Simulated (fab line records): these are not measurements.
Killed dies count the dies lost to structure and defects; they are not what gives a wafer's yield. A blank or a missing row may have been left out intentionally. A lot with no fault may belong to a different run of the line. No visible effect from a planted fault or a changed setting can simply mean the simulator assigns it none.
What tool caused it? + flow sky130 + 12 lots, 36 wafers sampled, at 5 steps of a route of 708

== WHAT EACH GAUGE READ, for each wafer ==
SKY_NWELL_RS_MEAS_29: uses a four-point probe to measure.
| lot  | measured     | on           | NWELL_RS (ohm/sq) |
|------|--------------|--------------|-------------------|
| L293 | day 6 14:39  | filmMetro-04 | 625.2 625.0 624.1 |
| L295 | day 6 17:56  | filmMetro-03 | 624.1 624.6 625.7 |
| L296 | day 7 03:52  | filmMetro-03 | 627.7 627.0 627.0 |
| L297 | day 7 04:41  | filmMetro-02 | 624.8 623.8 622.9 |
| L298 | day 7 14:59  | filmMetro-02 | 625.8 626.4 625.7 |
| L299 | day 7 21:17  | filmMetro-04 | 627.3 627.7 625.7 |
| L301 | day 8 05:02  | filmMetro-04 | 625.4 625.0 626.0 |
| L304 | day 8 19:42  | filmMetro-02 | 622.4 622.3 622.8 |
| L306 | day 9 11:57  | filmMetro-03 | 625.5 625.4 625.6 |
| L311 | day 10 20:03 | filmMetro-03 | 634.8 634.3 632.9 |
| L312 | day 10 22:29 | filmMetro-03 | 635.7 635.3 633.3 |
| L313 | day 11 05:16 | filmMetro-02 | 633.2 631.7 633.1 |

SKY_CONTACT_BOW_MEAS_05.
| lot  | measured     | on           | CONTACT_BOW (um) |
|------|--------------|--------------|------------------|
| L293 | day 32 03:17 | filmMetro-03 | 78 75 83         |
| L295 | day 32 10:17 | filmMetro-03 | 84 77 87         |
| L296 | day 32 20:41 | filmMetro-04 | 80 91 80         |
| L297 | day 33 02:13 | filmMetro-04 | 86 92 85         |
| L298 | day 33 14:59 | filmMetro-03 | 78 73 77         |
| L299 | day 33 19:58 | filmMetro-04 | 82 83 84         |
| L301 | day 34 06:32 | filmMetro-01 | 86 94 81         |
| L304 | day 35 03:08 | filmMetro-04 | 81 92 86         |
| L306 | day 36 00:11 | filmMetro-04 | 89 88 89         |
| L311 | day 37 13:00 | filmMetro-04 | 97 85 86         |
| L312 | day 37 16:32 | filmMetro-01 | 94 86 86         |
| L313 | day 37 19:37 | filmMetro-04 | 84 74 83         |

SKY_VIA1_THK_MEAS_01.
| lot  | measured     | on           | VIA1_HDPCVD_THK (nm) |
|------|--------------|--------------|----------------------|
| L293 | day 34 12:05 | filmMetro-03 | 1036 1035 1043       |
| L295 | day 34 18:13 | filmMetro-01 | 1027 1020 1037       |
| L296 | day 35 05:02 | filmMetro-02 | 1031 1022 1029       |
| L297 | day 35 09:21 | filmMetro-03 | 1030 1021 1025       |
| L298 | day 35 21:47 | filmMetro-02 | 1024 1008 1038       |
| L299 | day 36 03:28 | filmMetro-01 | 1031 1026 1037       |
| L301 | day 36 14:16 | filmMetro-01 | 1021 1028 1020       |
| L304 | day 37 10:45 | filmMetro-02 | 1024 1024 1016       |
| L306 | day 38 07:55 | filmMetro-03 | 1037 1029 1023       |
| L311 | day 39 18:53 | filmMetro-03 | 1009 1007 1029       |
| L312 | day 39 20:43 | filmMetro-01 | 1029 1008 1031       |
| L313 | day 40 00:40 | filmMetro-03 | 1004 1016 1007       |

== WHAT TOOL EACH LOT RAN ON (gives the tool, then ch and the chambers of the sampled wafers, and finally the start) ==
| lot  | SKY_NWELL_IMPLANT_11            | SKY_LOCAL_INTERCONNECT_ETCH_13   |
|------|---------------------------------|----------------------------------|
| L293 | implanter-01 ch 0, day 5 18:19  | rieMetal-02 ch 0,1, day 32 02:04 |
| L295 | implanter-03 ch 0, day 5 22:31  | rieMetal-02 ch 0,1, day 32 09:04 |
| L296 | implanter-03 ch 0, day 6 07:57  | rieMetal-02 ch 0,1, day 32 19:26 |
| L297 | implanter-02 ch 0, day 6 08:36  | rieMetal-02 ch 0, day 33 00:59   |
| L298 | implanter-03 ch 0, day 6 18:46  | rieMetal-01 ch 0,1, day 33 13:38 |
| L299 | implanter-02 ch 0, day 7 00:19  | rieMetal-04 ch 0,1, day 33 18:43 |
| L301 | implanter-01 ch 0, day 7 08:19  | rieMetal-04 ch 0,1, day 34 05:19 |
| L304 | implanter-01 ch 0, day 7 22:11  | rieMetal-01 ch 1, day 35 01:46   |
| L306 | implanter-02 ch 0, day 8 13:17  | rieMetal-04 ch 0, day 35 22:53   |
| L311 | implanter-01 ch 0, day 9 20:47  | rieMetal-04 ch 0,1, day 37 11:43 |
| L312 | implanter-01 ch 0, day 9 22:19  | rieMetal-02 ch 0,1, day 37 15:14 |
| L313 | implanter-01 ch 0, day 10 05:42 | rieMetal-02 ch 0,1, day 37 18:23 |
- SKY_NWELL_IMPLANT_11
- SKY_LOCAL_INTERCONNECT_ETCH_13: etches BARC in N2/H2, stops on SiO2, time 45.9 s, target depth 60 nm.

== WHAT THE TOOLS THEMSELVES READ (means of the sampled wafers that have a number; where no wafer has one, the mark that the record gives instead) ==
SKY_NWELL_IMPLANT_11.
| lot  | tool         | beamEnergyKeV | beamOnS (s) | doseIonsCm2 |
|------|--------------|---------------|-------------|-------------|
| L293 | implanter-01 | 399.89        | 10.05       | 1.8979e+13  |
| L295 | implanter-03 | 399.93        | 10.08       | 1.9015e+13  |
| L296 | implanter-03 | 399.97        | 9.96        | 1.9015e+13  |
| L297 | implanter-02 | 399.99        | 10.06       | 1.8990e+13  |
| L298 | implanter-03 | 399.96        | 9.89        | 1.8980e+13  |
| L299 | implanter-02 | 399.90        | 9.93        | 1.9002e+13  |
| L301 | implanter-01 | 400.15        | 10.11       | 1.9016e+13  |
| L304 | implanter-01 | 399.94        | 10.03       | 1.9003e+13  |
| L306 | implanter-02 | 400.02        | 10.19       | 1.9009e+13  |
| L311 | implanter-01 | 378.71        | 10.01       | 1.9001e+13  |
| L312 | implanter-01 | 378.94        | 9.86        | 1.8971e+13  |
| L313 | implanter-01 | 378.71        | 9.94        | 1.9004e+13  |

SKY_LOCAL_INTERCONNECT_ETCH_13.
| lot  | tool        | drypumpMotorCurrentA (A) | oesProductAu (a.u.) | throttleValvePct (%) |
|------|-------------|--------------------------|---------------------|----------------------|
| L293 | rieMetal-02 | 6.0                      | 0.852               | 13.218               |
| L295 | rieMetal-02 | 6.1                      | 0.854               | 13.228               |
| L296 | rieMetal-02 | 6.1                      | 0.852               | 13.230               |
| L297 | rieMetal-02 | 6.3                      | 0.861               | 13.216               |
| L298 | rieMetal-01 | 5.6                      | 0.854               | 13.224               |
| L299 | rieMetal-04 | 5.5                      | 0.850               | 13.224               |
| L301 | rieMetal-04 | 5.5                      | 0.854               | 13.238               |
| L304 | rieMetal-01 | 5.9                      | 0.856               | 13.228               |
| L306 | rieMetal-04 | 4.8                      | 0.856               | 13.218               |
| L311 | rieMetal-04 | 5.1                      | 0.854               | 13.234               |
| L312 | rieMetal-02 | 6.1                      | 0.854               | 13.222               |
| L313 | rieMetal-02 | 6.0                      | 0.855               | 13.227               |

== THE ANSWER, worked out from the rows above alone ==
Rule: the usual values come from the lots themselves. Put in order of their means at a reading, lots are off if they are a third of the lots or fewer, leave a main group of 4 or more, and stand apart from it by a gap of 3 or more times the standard deviation of the main group's means; of several such gaps the widest counts. If all means in a main group match to the digits the tables above print for the reading, that group is not used. A lot without any number at a reading at which 4 lots or more have one is off too. All remaining lots with rows at the step are treated as sound. The gauges are gone through in route order, then the tools' own readings, and for those a lot's mean is taken as printed above. At the first step where some lot is off, the reading lying furthest off is the one used; lots without a number count as furthest.
Off: at SKY_NWELL_RS_MEAS_29 (NWELL_RS), L311, L312, L313. For the main group the mean is 625.2 ohm/sq and the standard deviation 1.4.
A tool fits if, at a process step before that reading, it ran every lot that is off, and no sound lot after the first of them. Not tried: the gauges at SKY_NWELL_RS_MEAS_29; whatever is off there is also off at SKY_NWELL_IMPLANT_11, on other tools, and gauge error can't account for it. One fits: SKY_NWELL_IMPLANT_11 on implanter-01. A fault onset in the window from L304 (day 7 22:11, its last sound lot) to L311 (day 9 20:47, its first lot off) fits.
On the lots that are off, the tool's own readings at SKY_NWELL_IMPLANT_11 differ by more than 5 times the standard deviation of the sound lots' means, which bears it out; beamEnergyKeV reads 378.79 there versus 399.97 on the sound lots.

== WHAT HAD BEEN PUT IN BY THE SIMULATOR ==
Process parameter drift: implanter-01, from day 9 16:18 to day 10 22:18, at SKY_NWELL_IMPLANT_11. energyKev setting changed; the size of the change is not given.
Shown lots that were struck: L311, L312, L313. The rule above found the same.
